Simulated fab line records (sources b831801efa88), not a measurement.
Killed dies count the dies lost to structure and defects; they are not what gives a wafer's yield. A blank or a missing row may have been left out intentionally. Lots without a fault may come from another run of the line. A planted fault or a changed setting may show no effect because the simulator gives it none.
fab line records + flow gf180mcu
record
- lots=6
- wafers=16
- last-day=34
route steps=602 shown V3@439
lots that met no fault: from a run of the same line without faults
start-h: hours from the record's opening day to when the first of the lot's shown wafers began + wait-h: hours since the lot's step before + " unchanged from the row above + L1.1+2: a row that stands for several wafers + - no value present, or no start provided + * or withheld: withheld + < > ~ a bound
route shown NAME@n: NAME is a module with steps in the file, n the number in the route of the first one + usual: average and standard deviation across the fault-free wafers + same: alike in all rows + chamber/n: place in a boat + sites: readings site by site + _std_site: their standard deviation + _edge_site: outer sites' mean less inner sites' + radius-mm: how far each site lies from the wafer's centre + mask NAME#n: copy n + behind: the last tool/chamber to shape the wafer + hold: what put the lot on hold/how long, in hours/how the hold closed + device: the transistor (n, p or np) that didn't switch + end of line: at the end of the route, the tests of the same wafers + for a step that has no rows: nothing shown but its recipe + killed: dies lost to structure and defects at the first sort, not the wafer's yield + map: a wafer's dies, marking killed ones x, the rest . and places with no die _
set.NAME: the setting as run; set.NAME@STEP: as run at that earlier step + model.NAME: the simulator's own value behind a step, which no gauge read
lots seen at some steps along the route; tables by step, rows by wafer
services: from which hour (start-h, from the record's first day; less than 0 if before it) a tool's chamber was out of use, for how many hours, and why
## steps
# step GF_V3_SOFTBAKE_10
# recipe
- temp-c=130
- time-s=60
- resist=KrF
# step GF_V3_EXPOSE_11
# recipe
- mask-id=Via3
- target-cd-nm=260
- na=0.68
- source-shape=conventional
- sigma-outer=0.6
- dose-mj=38
# step GF_V3_PEB_12
# recipe
- peb-temp-c=135
- peb-time-s=90
- resist=KrF
# step GF_V3_DEVELOP_13
# recipe
- develop-time-s=60
- resist=KrF
- dev-temp-c=21
# step GF_V3_CD_MEAS_14
# recipe
- target-cd-nm=260
# usual
- cd-nm=260.0/1.2
| lot.wafer | tool      | chamber | start-h | wait-h | cd-nm |
|-----------|-----------|---------|---------|--------|-------|
| L331.2    | cd-sem-02 | -       | 531.73  | 0.1    | 261.0 |
| L331.5    | "         | -       | "       | "      | 261.7 |
| L331.6    | "         | -       | "       | "      | 261.8 |
| L340.5    | cd-sem-01 | -       | 612.99  | 0.1    | 260.7 |
| L340.6    | "         | -       | "       | "      | 260.2 |
| L341.2    | cd-sem-01 | -       | 618.46  | 0.1    | 260.2 |
| L341.5    | "         | -       | "       | "      | 259.7 |
| L345.4    | cd-sem-02 | -       | 652.11  | 0.1    | 261.2 |
| L345.5    | "         | -       | "       | "      | 260.5 |
| L345.6    | "         | -       | "       | "      | 260.6 |
| L350.1    | cd-sem-02 | -       | 688.14  | 0.1    | 259.5 |
| L350.4    | "         | -       | "       | "      | 259.2 |
| L350.5    | "         | -       | "       | "      | 258.1 |
| L351.1    | cd-sem-01 | -       | 690.76  | 0.1    | 259.4 |
| L351.2    | "         | -       | "       | "      | 260.1 |
| L351.5    | "         | -       | "       | "      | 258.9 |
# step GF_V3_OVL_MEAS_15
# usual
- V3_OVL=-1/5.1
| lot.wafer | tool       | chamber | start-h | wait-h | V3_OVL[nm] |
|-----------|------------|---------|---------|--------|------------|
| L331.2    | overlay-02 | -       | 531.84  | 0.1    | 0          |
| L331.5    | "          | -       | "       | "      | -3         |
| L331.6    | "          | -       | "       | "      | 3          |
| L340.5    | overlay-01 | -       | 613.06  | 0.0    | -2         |
| L340.6    | "          | -       | "       | "      | 10         |
| L341.2    | overlay-02 | -       | 618.59  | 0.1    | -2         |
| L341.5    | "          | -       | "       | "      | 3          |
| L345.4    | overlay-01 | -       | 652.18  | 0.1    | -3         |
| L345.5    | "          | -       | "       | "      | -4         |
| L345.6    | "          | -       | "       | "      | 0          |
| L350.1    | overlay-01 | -       | 688.26  | 0.1    | 6          |
| L350.4    | "          | -       | "       | "      | 3          |
| L350.5    | "          | -       | "       | "      | 4          |
| L351.1    | overlay-01 | -       | 690.88  | 0.1    | -2         |
| L351.2    | "          | -       | "       | "      | -2         |
| L351.5    | "          | -       | "       | "      | -2         |
# step GF_V3_ETCH_16
# recipe
- chemistry=N2/H2
- target-depth-a=withheld
- overetch-a=withheld
- time-s=withheld
- target=BARC
- ion-energy-ev=200
- source-w=500
- bias-w=100
- pressure-mtorr=30
- n2-flow-sccm=100
- h2-flow-sccm=200
# usual
- drypump-motor-current-A=5.8/0.4
- oes-product-au=0.855/0.0043
- throttle-valve-pct=13.225/0.0078
| lot.wafer | tool        | chamber | start-h | wait-h | drypump-motor-current-A | oes-product-au | throttle-valve-pct |
|-----------|-------------|---------|---------|--------|-------------------------|----------------|--------------------|
| L331.2    | rie-diel-02 | 2       | 531.87  | 0.0    | 5.8                     | 0.860          | 13.228             |
| L331.5    | "           | 0       | "       | "      | 5.4                     | 0.858          | 13.229             |
| L331.6    | "           | 1       | "       | "      | 6.1                     | 0.855          | 13.232             |
| L340.5    | rie-diel-04 | 0       | 613.09  | 0.0    | 6.1                     | 0.850          | 13.229             |
| L340.6    | "           | 1       | "       | "      | 5.6                     | 0.858          | 13.217             |
| L341.2    | rie-diel-04 | 3       | 618.62  | 0.0    | 6.3                     | 0.857          | 13.225             |
| L341.5    | "           | 3       | "       | "      | 6.3                     | 0.854          | 13.244             |
| L345.4    | rie-diel-01 | 3       | 652.22  | 0.0    | 5.1                     | 0.854          | 13.233             |
| L345.5    | "           | 2       | "       | "      | 5.9                     | 0.856          | 13.222             |
| L345.6    | "           | 0       | "       | "      | 5.8                     | 0.856          | 13.220             |
| L350.1    | rie-diel-01 | 3       | 688.30  | 0.0    | 5.1                     | 0.858          | 13.232             |
| L350.4    | "           | 0       | "       | "      | 5.8                     | 0.852          | 13.227             |
| L350.5    | "           | 0       | "       | "      | 5.8                     | 0.856          | 13.219             |
| L351.1    | rie-diel-02 | 0       | 690.92  | 0.0    | 5.4                     | 0.857          | 13.224             |
| L351.2    | "           | 2       | "       | "      | 5.7                     | 0.860          | 13.245             |
| L351.5    | "           | 2       | "       | "      | 5.8                     | 0.856          | 13.221             |
# step GF_V3_ETCH_17
# recipe
- chemistry=C4F8/O2/Ar
- mask-material=KrF
- target=SiO2
- stop-on=TiN
- source-w=1500
- bias-w=1200
- pressure-mtorr=40
- c4f8-flow-sccm=withheld
- O2_flow_sccm=6
- Ar_flow_sccm=300
- time-s=withheld
- target-depth-a=6350
# usual
- oes-product-au=0.855/0.0046
| lot.wafer | tool        | chamber | start-h | wait-h | oes-product-au |
|-----------|-------------|---------|---------|--------|----------------|
| L331.2    | rie-diel-02 | 2       | -       | -      | 0.853          |
| L331.5    | "           | 0       | "       | "      | 0.851          |
| L331.6    | "           | 1       | "       | "      | 0.849          |
| L340.5    | rie-diel-04 | 0       | -       | -      | 0.857          |
| L340.6    | "           | 1       | "       | "      | 0.856          |
| L341.2    | rie-diel-04 | 3       | -       | -      | 0.851          |
| L341.5    | "           | 3       | "       | "      | 0.855          |
| L345.4    | rie-diel-01 | 3       | -       | -      | 0.856          |
| L345.5    | "           | 2       | "       | "      | 0.857          |
| L345.6    | "           | 0       | "       | "      | 0.852          |
| L350.1    | rie-diel-01 | 3       | -       | -      | 0.852          |
| L350.4    | "           | 0       | "       | "      | 0.861          |
| L350.5    | "           | 0       | "       | "      | 0.856          |
| L351.1    | rie-diel-02 | 0       | -       | -      | 0.847          |
| L351.2    | "           | 2       | "       | "      | 0.858          |
| L351.5    | "           | 2       | "       | "      | 0.859          |
# step GF_V3_STRIP_18
# recipe
- chemistry=O2/N2
- power-w=1400
- pressure-mtorr=1500
- platen-temp-c=250
- o2-flow-sccm=3000
- n2-flow-sccm=300
- overash-fraction=0.5
# usual
- drypump-motor-current-A=5.9/0.38
- heater-power-w=330/29
- o2-flow-sccm=3000/9.8
- oes-product-au=0.594/0.0049
| lot.wafer | tool            | chamber | start-h | wait-h | drypump-motor-current-A | heater-power-w | o2-flow-sccm | oes-product-au | rf-hours-counter-h |
|-----------|-----------------|---------|---------|--------|-------------------------|----------------|--------------|----------------|--------------------|
| L331.2    | plasma-asher-03 | 1       | 532.00  | -      | 6.1                     | 293            | 2985         | 0.600          | 70                 |
| L331.5    | "               | 1       | "       | "      | 6.1                     | 297            | 2982         | 0.602          | -                  |
| L331.6    | "               | 0       | "       | "      | 6.0                     | 366            | 2992         | 0.591          | -                  |
| L340.5    | plasma-asher-04 | 1       | 613.26  | -      | 5.5                     | 329            | 3016         | 0.589          | -                  |
| L340.6    | "               | 0       | "       | "      | 4.9                     | 386            | 2989         | 0.594          | -                  |
| L341.2    | plasma-asher-01 | 0       | 618.75  | -      | 5.5                     | 319            | 3006         | 0.590          | 97                 |
| L341.5    | "               | 1       | "       | "      | 6.2                     | 314            | 3014         | 0.594          | -                  |
| L345.4    | plasma-asher-01 | 0       | 652.36  | -      | 5.5                     | 317            | 2994         | 0.593          | -                  |
| L345.5    | "               | 0       | "       | "      | 5.5                     | 324            | 3004         | 0.596          | -                  |
| L345.6    | "               | 1       | "       | "      | 6.2                     | 313            | 3011         | 0.593          | -                  |
| L350.1    | plasma-asher-01 | 1       | 688.43  | -      | 6.2                     | 312            | 2978         | 0.596          | 104                |
| L350.4    | "               | 0       | "       | "      | 5.5                     | 324            | 3007         | 0.590          | -                  |
| L350.5    | "               | 0       | "       | "      | 5.5                     | 326            | 2994         | 0.599          | -                  |
| L351.1    | plasma-asher-01 | 1       | 691.05  | -      | 6.2                     | 317            | 2996         | 0.597          | 104                |
| L351.2    | "               | 0       | "       | "      | 5.5                     | 316            | 3008         | 0.583          | 104                |
| L351.5    | "               | 0       | "       | "      | 5.5                     | 315            | 2998         | 0.590          | -                  |
# step GF_V3_STRIP_19
# recipe
- chemistry=post-etch-residue-remover
- time-s=1200
- temp-c=72.5
# step GF_V3_CLEAN_20
# recipe
- chemistry=DIW
- dry=n2-spin
# step GF_V3_SPUTTER_21
# recipe
- material=Ti
- target-thk-nm=15
- chamber-pressure-pa=5
- power-w=2500
- substrate-temp-c=200
- time-s=80.02
# usual
- throttle-valve-pct=30.1/0.94
# same
- time-s=80.02
| lot.wafer | tool           | chamber | start-h | wait-h | throttle-valve-pct |
|-----------|----------------|---------|---------|--------|--------------------|
| L331.2    | pvd-sputter-04 | -       | 532.53  | 0.0    | 30.6               |
| L331.5    | "              | -       | "       | "      | 29.4               |
| L331.6    | "              | -       | "       | "      | 29.9               |
| L340.5    | pvd-sputter-01 | -       | 613.76  | 0.0    | 31.7               |
| L340.6    | "              | -       | "       | "      | 31.1               |
| L341.2    | pvd-sputter-01 | -       | 619.29  | 0.0    | 31.3               |
| L341.5    | "              | -       | "       | "      | 30.2               |
| L345.4    | pvd-sputter-03 | -       | 652.87  | 0.0    | 29.6               |
| L345.5    | "              | -       | "       | "      | 29.4               |
| L345.6    | "              | -       | "       | "      | 30.0               |
| L350.1    | pvd-sputter-01 | -       | 688.97  | 0.0    | 32.0               |
| L350.4    | "              | -       | "       | "      | 30.1               |
| L350.5    | "              | -       | "       | "      | 31.2               |
| L351.1    | pvd-sputter-04 | -       | 691.70  | 0.0    | 30.0               |
| L351.2    | "              | -       | "       | "      | 29.5               |
| L351.5    | "              | -       | "       | "      | 29.7               |
# step GF_V3_SPUTTER_22
# recipe
- material=TiN
- target-thk-nm=10
- chamber-pressure-pa=5
- power-w=4000
- time-s=40
# usual
- throttle-valve-pct=30.2/0.93
| lot.wafer | tool           | chamber | start-h | wait-h | throttle-valve-pct | model.TiN_of_V3_SPUTTER_22.thk-nm |
|-----------|----------------|---------|---------|--------|--------------------|-----------------------------------|
| L331.2    | pvd-sputter-04 | -       | 532.59  | 0.0    | 30.5               | 10.06                             |
| L331.5    | "              | -       | "       | "      | 29.4               | 10.18                             |
| L331.6    | "              | -       | "       | "      | 30.1               | 10.05                             |
| L340.5    | pvd-sputter-01 | -       | 613.81  | 0.0    | 31.9               | 11.59                             |
| L340.6    | "              | -       | "       | "      | 31.0               | 10.06                             |
| L341.2    | pvd-sputter-01 | -       | 619.35  | 0.0    | 31.1               | 11.77                             |
| L341.5    | "              | -       | "       | "      | 30.2               | 11.64                             |
| L345.4    | pvd-sputter-03 | -       | 652.93  | 0.0    | 29.4               | 9.77                              |
| L345.5    | "              | -       | "       | "      | 29.4               | 9.861                             |
| L345.6    | "              | -       | "       | "      | 29.9               | 9.803                             |
| L350.1    | pvd-sputter-01 | -       | 689.03  | 0.0    | 31.9               | 9.755                             |
| L350.4    | "              | -       | "       | "      | 30.1               | 9.807                             |
| L350.5    | "              | -       | "       | "      | 31.1               | 9.96                              |
| L351.1    | pvd-sputter-04 | -       | 691.76  | 0.0    | 30.2               | 9.987                             |
| L351.2    | "              | -       | "       | "      | 29.5               | 9.924                             |
| L351.5    | "              | -       | "       | "      | 30.0               | 9.922                             |
# step GF_V3_CVD_23
# recipe
- material=W
- target-thk-nm=350
- time-s=104.9
- temp-c=400
- pressure-torr=40
# usual
- chamber-pressure-Torr=40.00/0.093
- heater-power-w=919/36
- susceptor-temp-C=399.94/0.22
# same
- time-s=104.9
| lot.wafer | tool     | chamber | start-h | wait-h | chamber-pressure-Torr | heater-power-w | susceptor-temp-C |
|-----------|----------|---------|---------|--------|-----------------------|----------------|------------------|
| L331.2    | cvd-w-01 | 1       | 532.63  | 0.0    | 39.98                 | 848            | 399.49           |
| L331.5    | "        | 0       | "       | "      | 40.01                 | 968            | 399.82           |
| L331.6    | "        | 1       | "       | "      | 40.09                 | 868            | 399.87           |
| L340.5    | cvd-w-01 | 0       | 613.91  | 0.1    | 39.94                 | 943            | 400.15           |
| L340.6    | "        | 1       | "       | "      | 40.07                 | 840            | 400.20           |
| L341.2    | cvd-w-02 | 0       | 619.39  | 0.0    | 39.78                 | 932            | 399.53           |
| L341.5    | "        | 0       | "       | "      | 39.97                 | 916            | 399.84           |
| L345.4    | cvd-w-01 | 0       | 653.01  | 0.1    | 39.94                 | 972            | 399.99           |
| L345.5    | "        | 1       | "       | "      | 40.14                 | 855            | 399.78           |
| L345.6    | "        | 0       | "       | "      | 40.04                 | 965            | 399.72           |
| L350.1    | cvd-w-02 | 1       | 689.07  | 0.0    | 39.90                 | 908            | 400.21           |
| L350.4    | "        | 0       | "       | "      | 40.09                 | 899            | 400.15           |
| L350.5    | "        | 0       | "       | "      | 40.05                 | 922            | 399.96           |
| L351.1    | cvd-w-01 | 0       | 691.80  | 0.0    | 39.97                 | 970            | 399.88           |
| L351.2    | "        | 1       | "       | "      | 39.95                 | 883            | 399.93           |
| L351.5    | "        | 1       | "       | "      | 39.97                 | 872            | 400.03           |
## services
| tool            | chamber | start-h | hours | kind                   |
|-----------------|---------|---------|-------|------------------------|
| rie-diel-04     | 2       | 532.73  | 9.7   | repair                 |
| cvd-w-01        | 0       | 537.58  | 3.7   | repair                 |
| cvd-w-02        | -       | 546.66  | 0.7   | repair                 |
| rie-diel-04     | 2       | 547.41  | 4.2   | repair                 |
| pvd-sputter-04  | -       | 569.57  | 11.1  | repair                 |
| cvd-w-01        | 0       | 589.82  | 13.9  | repair                 |
| pvd-sputter-03  | -       | 598.66  | 4.5   | repair                 |
| rie-diel-04     | 0       | 620.75  | 5.5   | repair                 |
| cvd-w-01        | -       | 625.70  | 4.3   | pm                     |
| cvd-w-02        | 1       | 631.99  | 10.1  | repair                 |
| rie-diel-02     | 1       | 632.66  | 4.7   | repair                 |
| pvd-sputter-01  | -       | 650.43  | 9.1   | repair                 |
| rie-diel-01     | 1       | 651.89  | 8.2   | repair                 |
| pvd-sputter-04  | -       | 659.24  | 1.4   | repair                 |
| rie-diel-04     | -       | 659.96  | 1.2   | repair                 |
| pvd-sputter-01  | 3       | 660.61  | -     | consumable-replace:kit |
| pvd-sputter-01  | 3       | 660.61  | 18.0  | scheduled-down         |
| pvd-sputter-01  | 3       | 660.61  | 18.0  | vent-cycle             |
| plasma-asher-01 | -       | 661.01  | 2.8   | pm                     |
| cvd-w-02        | -       | 661.62  | 2.8   | pm                     |
| rie-diel-04     | 3       | 663.32  | 5.7   | repair                 |
| cvd-w-01        | -       | 664.79  | 14.6  | pm                     |
| pvd-sputter-01  | -       | 676.46  | 5.7   | repair                 |
| cvd-w-02        | -       | 690.64  | 4.3   | pm                     |
## key
first-sign none at tools or gauges
model-effect
- step=GF_V3_SPUTTER_22
- value=TiN_of_V3_SPUTTER_22.thk-nm
- without=9.924
- struck=11.67
met-at GF_V3_SPUTTER_22
struck-wafers L340.5,L341.2,L341.5
fault
- kind=process-parameter-drift
- tool=pvd-sputter-01
- chamber=-
- onset-h=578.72
- steps=GF_V3_SPUTTER_22
- channel=time-s
- offset=*
- shape=step
- end-h=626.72
- scope=struck-wafers-only
- acts-in=*
- stated=*
